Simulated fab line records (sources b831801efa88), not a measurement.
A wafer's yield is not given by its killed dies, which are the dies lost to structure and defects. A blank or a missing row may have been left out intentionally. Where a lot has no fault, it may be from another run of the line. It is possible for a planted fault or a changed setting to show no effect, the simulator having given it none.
2 desks looking at one fault -- flow sky130 -- each desk holds nothing but its own numbers, with what lay behind them at the end

## THE TOOL OWNER'S DESK: implanter-01
The tool's own readings at SKY_LDD_P_IMPLANT_09: means of the sampled wafers that have a number, for each lot that ran on this tool. Marked OUT: a lot whose mean sits more than 4 standard deviations from the usual mean, which makes it out of limits; the brackets give that distance.
Columns: A = beam_energy_keV at SKY_LDD_P_IMPLANT_09, usual 24.997; B = dose_ions_cm2 at SKY_LDD_P_IMPLANT_09, usual 1e+13; C = faraday_current_uA at SKY_LDD_P_IMPLANT_09, usual 56.5
lot,first seen here,A,B,C
L708,day 18 17:31,25.002,1e+13,56.3
L712,day 20 10:24,25.001,1e+13,56.8
L721,day 23 23:00,24.993,8e+12 (-99 or more) OUT,44.6 (-12) OUT
L722,day 24 05:05,24.991,8e+12 (-99 or more) OUT,44.4 (-12) OUT
Finding of this desk: L721, L722 out of limits; the first was L721 at day 23 23:00, on dose_ions_cm2 at SKY_LDD_P_IMPLANT_09. In limits: L708, L712.

## THE METROLOGY DESK
Means of the sampled wafers that have a number, per lot and without regard to the tool the lot ran on: this is what the gauges read. Marked OUT: a lot whose mean sits more than 4 standard deviations from the usual mean, which makes it out of limits; the brackets give that distance.
Columns: A = LDD_P_TW at SKY_LDD_P_TW_MEAS_11, usual 634; B = LOCAL_INTERCONNECT_OVL at SKY_LOCAL_INTERCONNECT_OVL_MEAS_12, usual -3 nm
lot,first seen here,A,B
L708,day 18 17:44,637,-4
L712,day 20 10:39,636,1
L713,day 20 23:28,638,-11
L715,day 21 12:49,633,-7
L720,day 23 14:40,628,1
L721,day 23 23:13,583 (-13) OUT,2
L722,day 24 05:20,587 (-12) OUT,-2
L723,day 24 11:24,643,-5
L724,day 24 22:28,633,-3
L727,day 25 19:00,627,-8
L728,day 26 08:04,639,-12
L729,day 26 10:43,637,-3
This desk's result: L721, L722 out of limits, first on L721 (LDD_P_TW at SKY_LDD_P_TW_MEAS_11), day 23 23:13. In limits: L708, L712, L713, L715, L720, L723, L724, L727, L728, L729.

## ALL TOGETHER
The tool owner's desk had the chance to raise an alarm at day 23 23:00 on L721, L722.
The metrology desk could have raised an alarm at day 23 23:13, on L721, L722.
Every lot named ran SKY_LDD_P_IMPLANT_09 on implanter-01.

## WHAT THE SIMULATOR HAD PUT IN
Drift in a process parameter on implanter-01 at SKY_LDD_P_IMPLANT_09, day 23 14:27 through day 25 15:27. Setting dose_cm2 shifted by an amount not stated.
Lots struck among those shown: L721, L722.
Fault start to first reading out of limits, in hours, per desk: tool owner, 9; metrology, 9.
